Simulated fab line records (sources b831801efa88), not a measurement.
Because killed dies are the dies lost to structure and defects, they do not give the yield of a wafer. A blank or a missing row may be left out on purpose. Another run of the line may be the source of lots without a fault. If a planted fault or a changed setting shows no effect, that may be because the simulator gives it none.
fab line records	flow sky130
record: lots: 6	wafers: 18	last_day: 49
route steps=708 shown CONTACT@421 PAD_OPEN@708
lots that met no fault: from a run of the same line without faults
start_h: hours from the record's first day to the start of the lot's first wafer shown	wait_h: how many hours have passed since the lot's step before this one	" the same as in the row above	L1.1+2: several wafers, shown together as one row	- value missing, or start not given	* or withheld: withheld	< > ~ a bound
route shown NAME@n: a module of which the file shows steps, and the number in the route of the first	usual: average and standard deviation across the fault-free wafers	same: alike in all rows	chamber/n: place in a boat	sites: each site's reading	_std_site: how widely they spread, as a standard deviation	_edge_site: the outer-site mean with the inner-site mean subtracted	radius_mm: for every site, how far away it sits from the centre of the wafer	mask NAME#n: copy n	behind: the last tool/chamber to shape the wafer	hold: what put the lot on hold/how long, in hours/how the hold closed	device: the n, p or np transistor that did not switch	end of line: the same wafers' tests at the end of the route	a step without rows: its recipe alone	killed: dies that structure and defects cost at the first sort, which is not the same as the wafer's yield	map: per-die view of a wafer (x killed, . not killed, _ where there is no die)
set.NAME: the setting the step ran with; set.NAME@STEP: the setting that earlier step ran with	model.NAME: the simulator's own value behind a step, which no gauge read
lots at some steps of the route; a table a step, a row a wafer
services: from which hour (start_h, from the record's first day; less than 0 if before it) a tool's chamber was out of use, for how many hours, and why
== steps ==
step: SKY_CONTACT_OVL_MEAS_15
usual: CONTACT_OVL: 1/5.2
lot.wafer	tool	chamber	start_h	wait_h	CONTACT_OVL[nm]
L338.2	overlay-02	-	729.28	0.1	3
L338.5	"	-	"	"	-1
L338.6	"	-	"	"	-6
L349.1	overlay-02	-	815.86	0.1	1
L349.2	"	-	"	"	9
L349.3	"	-	"	"	5
L350.2	overlay-01	-	826.16	0.1	15
L350.4	"	-	"	"	12
L350.5	"	-	"	"	15
L352.1	overlay-02	-	837.37	0.1	3
L352.4	"	-	"	"	6
L352.6	"	-	"	"	10
L359.3	overlay-02	-	890.98	0.1	2
L359.5	"	-	"	"	5
L359.6	"	-	"	"	-1
L358.1	overlay-01	-	892.01	0.1	-9
L358.3	"	-	"	"	-5
L358.5	"	-	"	"	-9
step: SKY_CONTACT_ETCH_16
recipe: chemistry: N2/H2	target: BARC	ion_energy_ev: 200	source_w: 500	bias_w: 100	pressure_mtorr: 30	n2_flow_sccm: 100	h2_flow_sccm: 200	stop_on: SiO2	time_s: 45.9	target_depth_a: 600
usual: chamber_pressure_mTorr: 29.998/0.026	drypump_motor_current_A: 5.99/0.29	oes_product_au: 0.855/0.0051	throttle_valve_pct: 13.225/0.0094
lot.wafer	tool	chamber	start_h	wait_h	chamber_pressure_mTorr	drypump_motor_current_A	oes_product_au	rf_hours_counter_h	throttle_valve_pct
L338.2	rie_diel-01	3	729.31	0.0	30.003	6.23	0.855	4	13.245
L338.5	"	2	"	"	30.032	5.58	0.853	-	13.217
L338.6	"	1	"	"	29.952	6.17	0.847	-	13.221
L349.1	rie_diel-02	0	815.89	0.0	29.952	5.70	0.858	9	13.214
L349.2	"	3	"	"	30.013	6.51	0.854	8	13.238
L349.3	"	1	"	"	29.976	5.75	0.862	2	13.218
L350.2	rie_diel-01	0	826.19	0.0	30.000	5.67	0.851	8	13.206
L350.4	"	2	"	"	29.971	5.61	0.855	-	13.216
L350.5	"	0	"	"	30.046	5.64	0.857	-	13.225
L352.1	rie_diel-03	1	837.41	0.0	30.035	6.20	0.854	12	13.225
L352.4	"	3	"	"	29.978	6.02	0.848	21	13.220
L352.6	"	2	"	"	30.002	6.36	0.866	-	13.229
L359.3	rie_diel-03	3	891.01	0.0	30.001	5.99	0.856	23	13.215
L359.5	"	2	"	"	30.021	6.37	0.850	-	13.214
L359.6	"	1	"	"	30.019	6.20	0.864	-	13.221
L358.1	rie_diel-03	2	892.04	0.0	29.991	6.39	0.865	20	13.232
L358.3	"	3	"	"	29.982	6.01	0.860	23	13.221
L358.5	"	2	"	"	29.994	6.41	0.864	-	13.221
step: SKY_CONTACT_ETCH_17
recipe: target: SiO2	chemistry: C4F8/O2/Ar	stop_on: Si3N4	mask_material: KrF-thick	source_w: 1500	bias_w: 1200	pressure_mtorr: 40	c4f8_flow_sccm: withheld	O2_flow_sccm: 6	Ar_flow_sccm: 300	time_s: withheld	target_depth_a: 3400
usual: chamber_pressure_mTorr: 40.00/0.041	oes_product_au: 0.891/0.0043
lot.wafer	tool	chamber	start_h	wait_h	chamber_pressure_mTorr	oes_product_au
L338.2	rie_diel-01	3	729.35	0.0	40.02	0.894
L338.5	"	2	"	"	40.02	0.887
L338.6	"	1	"	"	39.98	0.897
L349.1	rie_diel-02	0	815.93	0.0	39.99	0.892
L349.2	"	3	"	"	39.99	0.885
L349.3	"	1	"	"	40.02	0.889
L350.2	rie_diel-01	0	826.23	0.0	39.95	0.884
L350.4	"	2	"	"	40.00	0.888
L350.5	"	0	"	"	40.00	0.896
L352.1	rie_diel-03	1	837.45	0.0	40.02	0.894
L352.4	"	3	"	"	40.04	0.884
L352.6	"	2	"	"	40.00	0.899
L359.3	rie_diel-03	3	891.05	0.0	40.00	0.891
L359.5	"	2	"	"	39.97	0.895
L359.6	"	1	"	"	40.08	0.887
L358.1	rie_diel-03	2	892.08	0.0	40.00	0.891
L358.3	"	3	"	"	39.99	0.880
L358.5	"	2	"	"	40.01	0.892
step: SKY_CONTACT_ETCH_18
recipe: target: Si3N4	chemistry: CHF3/O2	stop_on: TiN	source_w: 600	bias_w: 200	pressure_mtorr: 40	chf3_flow_sccm: 50	O2_flow_sccm: 5	time_s: 39	target_depth_a: 750
step: SKY_CONTACT_STRIP_19
recipe: chemistry: O2/N2	power_w: 1400	pressure_mtorr: 1500	platen_temp_c: withheld	o2_flow_sccm: 3000	n2_flow_sccm: 300	overash_fraction: 0.5
usual: chamber_pressure_mTorr: 1500.1/1.3	drypump_motor_current_A: 6.0/0.3	oes_product_au: 0.381/0.005	strip_time_to_endpoint_s: 3.62/0.034
lot.wafer	tool	chamber	start_h	wait_h	chamber_pressure_mTorr	drypump_motor_current_A	oes_product_au	rf_hours_counter_h	strip_time_to_endpoint_s
L338.2	plasma_asher-03	0	729.44	-	1502.1	5.9	0.380	34	3.60
L338.5	"	0	"	"	1498.9	5.9	0.379	-	3.60
L338.6	"	1	"	"	1497.8	6.2	0.385	-	3.68
L349.1	plasma_asher-04	1	816.02	-	1500.0	5.6	0.380	8	3.59
L349.2	"	0	"	"	1498.3	6.0	0.381	8	3.61
L349.3	"	1	"	"	1498.3	5.6	0.393	-	3.61
L350.2	plasma_asher-04	1	826.32	-	1500.3	5.5	0.384	9	3.66
L350.4	"	1	"	"	1499.2	5.5	0.378	-	3.64
L350.5	"	1	"	"	1502.4	5.6	0.381	-	3.67
L352.1	plasma_asher-04	0	837.54	-	1501.7	5.9	0.377	11	3.57
L352.4	"	1	"	"	1501.4	5.6	0.381	-	3.63
L352.6	"	0	"	"	1500.2	5.9	0.383	-	3.61
L359.3	plasma_asher-03	1	891.17	-	1499.1	6.1	0.384	-	3.64
L359.5	"	1	"	"	1497.1	6.2	0.384	-	3.61
L359.6	"	0	"	"	1497.4	5.9	0.384	-	3.55
L358.1	plasma_asher-01	1	892.17	-	1500.3	6.3	0.380	103	3.61
L358.3	"	1	"	"	1499.9	6.3	0.383	-	3.65
L358.5	"	1	"	"	1499.8	6.3	0.378	-	3.62
step: SKY_CONTACT_STRIP_20
recipe: chemistry: post_etch_residue_remover	time_s: 1200	temp_c: 72.5
step: SKY_CONTACT_CLEAN_21
recipe: chemistry: IPA	time_s: 180	temp_c: 25
step: SKY_CONTACT_CLEAN_22
recipe: chemistry: O3/DIW	dry: n2_spin
step: SKY_CONTACT_SPUTTER_23
recipe: material: TiN	target_thk_nm: 20	chamber_pressure_pa: 5	power_w: 4000	time_s: 80
usual: throttle_valve_pct: 29.6/0.97
lot.wafer	tool	chamber	start_h	wait_h	throttle_valve_pct
L338.2	pvd_sputter-02	-	730.07	0.0	30.1
L338.5	"	-	"	"	30.5
L338.6	"	-	"	"	28.6
L349.1	pvd_sputter-04	-	816.62	0.0	31.7
L349.2	"	-	"	"	29.9
L349.3	"	-	"	"	29.0
L350.2	pvd_sputter-02	-	827.00	0.0	28.8
L350.4	"	-	"	"	29.7
L350.5	"	-	"	"	29.5
L352.1	pvd_sputter-02	-	838.19	0.0	29.3
L352.4	"	-	"	"	29.4
L352.6	"	-	"	"	28.9
L359.3	pvd_sputter-02	-	891.73	0.0	28.9
L359.5	"	-	"	"	28.5
L359.6	"	-	"	"	29.4
L358.1	pvd_sputter-02	-	892.80	0.0	28.6
L358.3	"	-	"	"	29.0
L358.5	"	-	"	"	28.5
step: SKY_CONTACT_CVD_24
recipe: material: W	target_thk_nm: 340	time_s: 102.12	temp_c: 400	pressure_torr: 40
usual: heater_power_w: 922/140
lot.wafer	tool	chamber	start_h	wait_h	heater_power_w
L338.2	cvd_w-01	0	730.13	0.0	806
L338.5	"	1	"	"	1102
L338.6	"	0	"	"	839
L349.1	cvd_w-02	1	816.68	0.0	756
L349.2	"	0	"	"	984
L349.3	"	0	"	"	987
L350.2	cvd_w-01	1	827.07	0.0	1113
L350.4	"	1	"	"	1120
L350.5	"	0	"	"	818
L352.1	cvd_w-02	1	838.25	0.0	725
L352.4	"	1	"	"	734
L352.6	"	0	"	"	1006
L359.3	cvd_w-01	0	891.83	0.1	823
L359.5	"	1	"	"	1117
L359.6	"	0	"	"	847
L358.1	cvd_w-02	0	892.86	0.0	993
L358.3	"	0	"	"	991
L358.5	"	1	"	"	746
step: SKY_CONTACT_RS_MEAS_25
recipe: thk_meas_gauge: four-point-probe	reads: W_of_CONTACT_CVD_24+TiN_of_CONTACT_SPUTTER_23
usual: CONTACT_W_RS: 0.3364/0.0029
lot.wafer	tool	chamber	start_h	wait_h	CONTACT_W_RS[ohm/sq]
L338.2	film_metro-02	-	730.26	0.1	0.3358
L338.5	"	-	"	"	0.3317
L338.6	"	-	"	"	0.3345
L349.1	film_metro-03	-	816.79	0.1	0.3401
L349.2	"	-	"	"	0.3383
L349.3	"	-	"	"	0.3380
L350.2	film_metro-02	-	827.20	0.1	0.3362
L350.4	"	-	"	"	0.3326
L350.5	"	-	"	"	0.3382
L352.1	film_metro-02	-	838.36	0.1	0.3353
L352.4	"	-	"	"	0.3331
L352.6	"	-	"	"	0.3322
L359.3	film_metro-04	-	891.94	0.1	0.3370
L359.5	"	-	"	"	0.3349
L359.6	"	-	"	"	0.3366
L358.1	film_metro-03	-	892.97	0.1	0.3340
L358.3	"	-	"	"	0.3380
L358.5	"	-	"	"	0.3353
step: SKY_CONTACT_THK_MEAS_26
recipe: thk_meas_gauge: xrf	reads: W_of_CONTACT_CVD_24
usual: CONTACT_W_THK: 343/3.6
lot.wafer	tool	chamber	start_h	wait_h	CONTACT_W_THK[nm]
L338.2	film_metro-02	-	730.37	0.1	340
L338.5	"	-	"	"	344
L338.6	"	-	"	"	343
L349.1	film_metro-03	-	816.91	0.1	343
L349.2	"	-	"	"	348
L349.3	"	-	"	"	347
L350.2	film_metro-02	-	827.31	0.1	338
L350.4	"	-	"	"	343
L350.5	"	-	"	"	338
L352.1	film_metro-02	-	838.48	0.1	340
L352.4	"	-	"	"	343
L352.6	"	-	"	"	343
L359.3	film_metro-04	-	892.04	0.1	341
L359.5	"	-	"	"	345
L359.6	"	-	"	"	343
L358.1	film_metro-03	-	893.09	0.1	349
L358.3	"	-	"	"	345
L358.5	"	-	"	"	348
step: SKY_CONTACT_CMP_27
recipe: stop_on: SiO2	t_overpolish_s: 15	down_force_psi: 3.5	platen_rpm: 60	target_thk_nm: 0	pad_velocity_m_s: 0.94248
usual: edge_zone_pressure_frac: 1.000/0.0049	head_pressure_psi: 3.502/0.0086	motor_current_A: 11.8/0.86	overpolish_run_s: 15.000/0.009	time_to_endpoint_s: 83/3.5
lot.wafer	tool	chamber	start_h	wait_h	edge_zone_pressure_frac	head_pressure_psi	motor_current_A	overpolish_run_s	time_to_endpoint_s	model.W_of_CONTACT_CVD_24.thk_nm	model.SiO2_of_CONTACT_HDPCVD_02.thk_nm
L338.2	cmp-02	3	730.57	0.2	1.003	3.496	12.7	14.994	76	0	336.3
L338.5	"	0	"	"	1.007	3.494	11.6	15.005	79	0	335
L338.6	"	1	"	"	1.000	3.505	10.7	14.990	83	0	337.5
L349.3	cmp-01	1	817.02	0.1	-	-	-	-	-	340	340.3
L349.2	"	2	"	"	-	-	-	-	-	339.6	339.4
L349.1	"	3	"	"	-	-	-	-	-	337.6	340.6
L350.2	cmp-01	0	827.36	0.0	-	-	-	-	-	340.6	337.9
L350.4	"	1	"	"	-	-	-	-	-	344.4	339.7
L350.5	"	0	"	"	-	-	-	-	-	339	339.9
L352.4	cmp-01	2	838.59	0.1	1.006	3.492	11.2	15.000	91	0	336.9
L352.1	"	0	"	"	1.006	3.511	13.3	15.015	85	0	338.9
L352.6	"	1	"	"	1.006	3.503	11.8	15.010	87	0	338.9
L359.3	cmp-01	0	892.13	0.1	0.999	3.507	12.8	15.008	83	0	335.4
L359.6	"	3	"	"	1.004	3.507	11.0	14.997	82	0	335.2
L359.5	"	0	"	"	0.999	3.505	13.0	14.991	87	0	337.9
L358.1	cmp-01	2	893.15	0.1	0.996	3.505	11.8	15.006	87	0	335
L358.3	"	0	"	"	0.991	3.494	13.6	14.994	86	0	335.5
L358.5	"	3	"	"	0.998	3.509	11.3	14.997	80	0	335.8
step: SKY_PAD_OPEN_PROBE_99
usual: killed_at_M0_to_M3: 44/7.8	killed_at_M4_up: 2.9/1.7	killed_at_contacts: 24/5.4	killed_at_front_end: 15/4.5	killed_at_other: 0.3/0.55	killed_dies: 87/10	killed_on_rim: 17/4.1	killed_open: 48/7.4	killed_short: 39/5.9
same: gross_dies: 492	killed_at_back_side: 0
lot.wafer	tool	chamber	start_h	wait_h	killed_at_M0_to_M3	killed_at_M4_up	killed_at_contacts	killed_at_front_end	killed_at_other	killed_dies	killed_on_rim	killed_open	killed_short
L338.2	prober-02	-	1072.67	0.1	44	2	24	13	0	83	17	48	35
L338.5	prober-02	-	1072.82	0.2	44	4	21	12	1	82	19	42	40
L338.6	prober-02	-	1072.87	0.2	45	3	25	21	1	95	18	51	44
L349.1	prober-01	-	1138.55	0.1	49	2	427	14	0	492	96	44	41
L349.2	prober-01	-	1138.60	0.1	31	4	438	19	0	492	96	43	35
L349.3	prober-01	-	1138.65	0.2	31	1	443	17	0	492	96	36	35
L350.2	prober-01	-	1141.84	0.1	43	2	429	18	0	492	96	48	33
L350.4	prober-01	-	1141.94	0.2	42	3	430	17	0	492	96	50	37
L350.5	prober-01	-	1141.99	0.2	45	0	414	33	0	492	96	57	43
L359.3	prober-02	-	1186.22	0.2	39	1	24	19	0	83	19	40	43
L359.5	prober-02	-	1186.32	0.2	42	4	22	21	1	90	19	56	34
L359.6	prober-02	-	1186.37	0.2	42	3	24	23	0	92	17	52	40
L358.1	prober-01	-	1186.92	0.1	44	1	35	17	0	97	13	51	46
L358.3	prober-01	-	1187.02	0.2	44	2	29	7	0	82	16	46	36
L358.5	prober-01	-	1187.12	0.2	32	2	30	9	0	73	14	36	37
killed by level:class
L338.2 VIA1:geometric_particle:open=12 LI_CONTACT:geometric_particle:open=11 CONTACT:geometric_particle:open=7 VIA2:geometric_particle:open=6 VIA1:geometric_particle:short=5 METAL1:geometric_particle:short=5 FIELD_ISO:geometric_particle:short=4 VIA2:geometric_particle:short=4
L338.5 CONTACT:geometric_particle:open=8 METAL1:geometric_particle:short=8 VIA1:geometric_particle:short=8 VIA1:geometric_particle:open=8 VIA2:geometric_particle:open=8 FIELD_ISO:geometric_particle:open=4 LI_CONTACT:geometric_particle:open=4 CONTACT:geometric_particle:short=4
L338.6 FIELD_ISO:geometric_particle:open=10 VIA1:geometric_particle:open=9 VIA2:geometric_particle:open=9 CONTACT:geometric_particle:short=8 LI_CONTACT:geometric_particle:open=6 CONTACT:geometric_particle:open=5 VIA2:geometric_particle:short=5 VIA1:geometric_particle:short=5
L349.1 CONTACT:area_cmp=407 VIA1:geometric_particle:open=11 VIA3:geometric_particle:open=11 CONTACT:geometric_particle:open=7 VIA1:geometric_particle:short=7 CONTACT:geometric_particle:short=6 POLY_GATE:geometric_particle:short=5 VIA3:geometric_particle:short=5
L349.2 CONTACT:area_cmp=414 CONTACT:geometric_particle:open=12 VIA3:geometric_particle:open=9 FIELD_ISO:geometric_particle:short=7 FIELD_ISO:geometric_particle:open=6 VIA1:geometric_particle:open=6 CONTACT:geometric_particle:short=4 POLY_GATE:geometric_particle:short=4
L349.3 CONTACT:area_cmp=421 CONTACT:geometric_particle:open=10 FIELD_ISO:geometric_particle:short=7 LI_CONTACT:geometric_particle:open=7 VIA1:geometric_particle:open=7 METAL2:geometric_particle:short=6 POLY_CUT:geometric_particle:short=4 VIA2:geometric_particle:short=4
L350.2 CONTACT:area_cmp=411 VIA1:geometric_particle:open=12 CONTACT:geometric_particle:open=8 VIA3:geometric_particle:open=8 FIELD_ISO:geometric_particle:open=7 METAL2:geometric_particle:short=6 LOCAL_INTERCONNECT:geometric_particle:short=6 METAL1:geometric_particle:short=5
L350.4 CONTACT:area_cmp=405 CONTACT:geometric_particle:open=10 METAL2:geometric_particle:short=8 VIA2:geometric_particle:open=8 FIELD_ISO:geometric_particle:open=6 VIA3:geometric_particle:open=6 POLY_GATE:geometric_particle:open=5 LI_CONTACT:geometric_particle:open=5
L350.5 CONTACT:area_cmp=392 CONTACT:geometric_particle:open=14 VIA1:geometric_particle:open=14 FIELD_ISO:geometric_particle:open=10 FIELD_ISO:geometric_particle:short=9 METAL2:geometric_particle:short=8 VIA2:geometric_particle:open=5 METAL3:geometric_particle:short=5
L359.3 LI_CONTACT:geometric_particle:open=8 VIA1:geometric_particle:open=7 METAL2:geometric_particle:short=7 LOCAL_INTERCONNECT:geometric_particle:short=6 CONTACT:geometric_particle:open=5 METAL1:geometric_particle:short=5 VIA2:geometric_particle:open=5 METAL3:geometric_particle:short=4
L359.5 VIA1:geometric_particle:open=11 LI_CONTACT:geometric_particle:open=10 CONTACT:geometric_particle:open=9 VIA2:geometric_particle:open=9 VIA3:geometric_particle:open=6 FIELD_ISO:geometric_particle:short=5 POLY_GATE:geometric_particle:short=4 METAL1:geometric_particle:short=4
L359.6 VIA1:geometric_particle:open=11 LI_CONTACT:geometric_particle:open=8 CONTACT:geometric_particle:open=7 METAL2:geometric_particle:short=7 POLY_GATE:geometric_particle:short=6 CONTACT:geometric_particle:short=5 VIA1:geometric_particle:short=5 METAL3:geometric_particle:short=5
L358.1 CONTACT:geometric_particle:open=15 LI_CONTACT:geometric_particle:open=9 VIA1:geometric_particle:short=9 VIA1:geometric_particle:open=8 CONTACT:geometric_particle:short=7 VIA3:geometric_particle:open=7 FIELD_ISO:geometric_particle:short=5 METAL2:geometric_particle:short=5
L358.3 LI_CONTACT:geometric_particle:open=12 METAL2:geometric_particle:short=9 CONTACT:geometric_particle:open=9 VIA1:geometric_particle:open=8 VIA1:geometric_particle:short=6 METAL1:geometric_particle:short=5 LI_CONTACT:geometric_particle:short=4 METAL1:geometric_particle:open=4
L358.5 CONTACT:geometric_particle:short=9 VIA1:geometric_particle:open=9 LI_CONTACT:geometric_particle:open=7 CONTACT:geometric_particle:open=6 METAL2:geometric_particle:short=6 LOCAL_INTERCONNECT:geometric_particle:short=5 VIA3:geometric_particle:open=4 FIELD_ISO:geometric_particle:short=3
map L349.1 (x killed, . not)
__________xxxxxxxxxx_________
________xxxxxxxxxxxxxx_______
______xxxxxxxxxxxxxxxxxx_____
_____xxxxxxxxxxxxxxxxxxxx____
____xxxxxxxxxxxxxxxxxxxxxx___
___xxxxxxxxxxxxxxxxxxxxxxxx__
__xxxxxxxxxxxxxxxxxxxxxxxxxx_
_xxxxxxxxxxxxxxxxxxxxxxxxxxxx
_xxxxxxxxxxxxxxxxxxxxxxxxxxxx
_xxxxxxxxxxxxxxxxxxxxxxxxxxxx
_xxxxxxxxxxxxxxxxxxxxxxxxxxxx
_xxxxxxxxxxxxxxxxxxxxxxxxxxxx
_xxxxxxxxxxxxxxxxxxxxxxxxxxxx
_xxxxxxxxxxxxxxxxxxxxxxxxxxxx
_xxxxxxxxxxxxxxxxxxxxxxxxxxxx
__xxxxxxxxxxxxxxxxxxxxxxxxxx_
___xxxxxxxxxxxxxxxxxxxxxxxx__
____xxxxxxxxxxxxxxxxxxxxxx___
_____xxxxxxxxxxxxxxxxxxxx____
______xxxxxxxxxxxxxxxxxx_____
________xxxxxxxxxxxxxx_______
__________xxxxxxxxxx_________
map L350.2 (x killed, . not)
__________xxxxxxxxxx_________
________xxxxxxxxxxxxxx_______
______xxxxxxxxxxxxxxxxxx_____
_____xxxxxxxxxxxxxxxxxxxx____
____xxxxxxxxxxxxxxxxxxxxxx___
___xxxxxxxxxxxxxxxxxxxxxxxx__
__xxxxxxxxxxxxxxxxxxxxxxxxxx_
_xxxxxxxxxxxxxxxxxxxxxxxxxxxx
_xxxxxxxxxxxxxxxxxxxxxxxxxxxx
_xxxxxxxxxxxxxxxxxxxxxxxxxxxx
_xxxxxxxxxxxxxxxxxxxxxxxxxxxx
_xxxxxxxxxxxxxxxxxxxxxxxxxxxx
_xxxxxxxxxxxxxxxxxxxxxxxxxxxx
_xxxxxxxxxxxxxxxxxxxxxxxxxxxx
_xxxxxxxxxxxxxxxxxxxxxxxxxxxx
__xxxxxxxxxxxxxxxxxxxxxxxxxx_
___xxxxxxxxxxxxxxxxxxxxxxxx__
____xxxxxxxxxxxxxxxxxxxxxx___
_____xxxxxxxxxxxxxxxxxxxx____
______xxxxxxxxxxxxxxxxxx_____
________xxxxxxxxxxxxxx_______
__________xxxxxxxxxx_________
== services ==
tool	chamber	start_h	hours	kind
plasma_asher-04	-	733.20	3.1	repair
plasma_asher-04	-	736.28	9.0	pm
rie_diel-03	3	738.98	6.7	repair
cmp-01	-	744.00	4.0	pm
plasma_asher-04	-	756.41	2.4	repair
cmp-01	-	757.38	5.3	repair
cmp-01	-	761.82	0.8	repair
rie_diel-02	2	769.90	23.0	repair
rie_diel-03	-	770.05	0.3	repair
rie_diel-02	3	774.18	4.3	repair
rie_diel-01	0	777.06	1.3	repair
plasma_asher-03	-	783.51	4.3	pm
pvd_sputter-02	-	788.00	3.3	repair
plasma_asher-03	-	796.02	35.5	repair
plasma_asher-03	-	798.37	3.5	repair
cvd_w-02	-	809.38	6.9	pm
rie_diel-01	1	814.24	116.6	repair
cvd_w-01	-	832.67	1.4	repair
pvd_sputter-02	-	834.65	0.7	repair
rie_diel-03	-	842.53	0.2	repair
rie_diel-01	2	850.42	7.2	repair
rie_diel-03	3	859.75	11.6	repair
cmp-01	-	867.56	5.8	pm
plasma_asher-04	-	869.57	28.1	pm
== key ==
first_sign: step: SKY_CONTACT_CMP_27	reading: tool_record	direction: missing
effect: step: SKY_PAD_OPEN_PROBE_99	reading: killed_at_contacts	direction: up	sigmas: 75	usual: 24	struck: 430
model_effect: step: SKY_CONTACT_CMP_27	value: W_of_CONTACT_CVD_24.thk_nm	without: 0	struck: 340.2
more_kills_born_at: SKY_CONTACT_CMP_27@cmp-01: 2436
met_at SKY_CONTACT_CMP_27
struck_wafers L349.1,L349.2,L349.3,L350.2,L350.4,L350.5
later_rows_left_out L349.1,L349.2,L349.3,L350.2,L350.4,L350.5
tester_left_out L349,L350
fault: kind: skipped_step_whole	tool: cmp-01	chamber: -	onset_h: 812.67	steps: SKY_CONTACT_CMP_27	scope: struck_lots_only
tester_left_out: of these lots the tester's yield and bins aren't shown, on N5 and GAA mostly nor the transistor test; their killed dies are dies lost to structure and defects alone, not to doping, threshold or leakage, so they don't give the yield
later_rows_left_out: the simulator's readings of these wafers behind a module that went badly wrong aren't trusted and aren't shown, but for the sort
